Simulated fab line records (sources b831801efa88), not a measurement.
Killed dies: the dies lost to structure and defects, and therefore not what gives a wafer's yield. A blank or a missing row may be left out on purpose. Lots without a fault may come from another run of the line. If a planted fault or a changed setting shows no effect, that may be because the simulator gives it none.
Matching of chambers | flow sky130 | 4 sister chambers for SKY_LI_CONTACT_CMP_02 on cmp-01
The step polishes PSG. 14 wafers are shown with their chamber, then 7 later ones without.

== WAFERS, EACH WITH ITS CHAMBER ==
wafer  | chamber | motor-current-A (A) | time-to-endpoint-s (s)
L363.3 | 3       | 12.2                | 29.0
L363.4 | 1       | 13.5                | 33.8
L363.6 | 3       | 11.7                | 29.5
L364.1 | 2       | 12.3                | 33.5
L364.5 | 1       | 13.7                | 30.5
L364.6 | 0       | 14.8                | 30.3
L377.1 | 3       | 12.5                | 30.7
L377.3 | 1       | 13.8                | 36.7
L377.6 | 2       | 12.0                | 36.5
L378.3 | 2       | 11.7                | 35.7
L378.4 | 3       | 12.7                | 29.4
L378.5 | 3       | 11.7                | 27.4
L381.2 | 3       | 12.7                | 33.6
L381.4 | 1       | 13.4                | 37.9

SIGNATURES, as means of the wafers listed above
reading            | chamber 0 | chamber 1 | chamber 2 | chamber 3 | scatter within a chamber
motor-current-A    | 14.800    | 13.600    | 12.000    | 12.250    | 0.368
time-to-endpoint-s | 30.300    | 34.725    | 35.233    | 29.933    | 2.44
Rule: for each reading, subtract the chamber's mean from the wafer's reading, divide by that reading's scatter and square the result; add these up over the readings and take the root, which gives the wafer's distance from the chamber. The wafer belongs to the nearest chamber; if the next one is less than 2 further off, it can't be placed. How the scatter is found: for the shown wafers, subtract from each reading the mean of its chamber, square and add these, divide the total by (wafers less chambers), then take the root.

== WAFERS WITHOUT THEIR CHAMBER ==
wafer  | motor-current-A (A) | time-to-endpoint-s (s)
L381.6 | 14.1                | 35.1
L383.1 | 12.0                | 37.3
L383.4 | 13.0                | 35.0
L383.5 | 12.3                | 38.2
L384.1 | 12.9                | 36.4
L384.4 | 12.2                | 37.9
L384.6 | 13.5                | 35.4

== EACH ONE'S CHAMBER ==
wafer  | from the rows above          | in truth
L381.6 | can't be placed: 1 or 0      | 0
L383.1 | 2                            | 2
L383.4 | can't be placed: 1 or 2 or 3 | 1
L383.5 | can't be placed: 2 or 3      | 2
L384.1 | can't be placed: 1 or 2 or 3 | 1
L384.4 | 2                            | 2
L384.6 | 1                            | 1
3 of 7 placed correctly. Cannot be placed on the basis of these rows: 4; the candidates contain the true chamber in 4. Wrongly placed: 0.
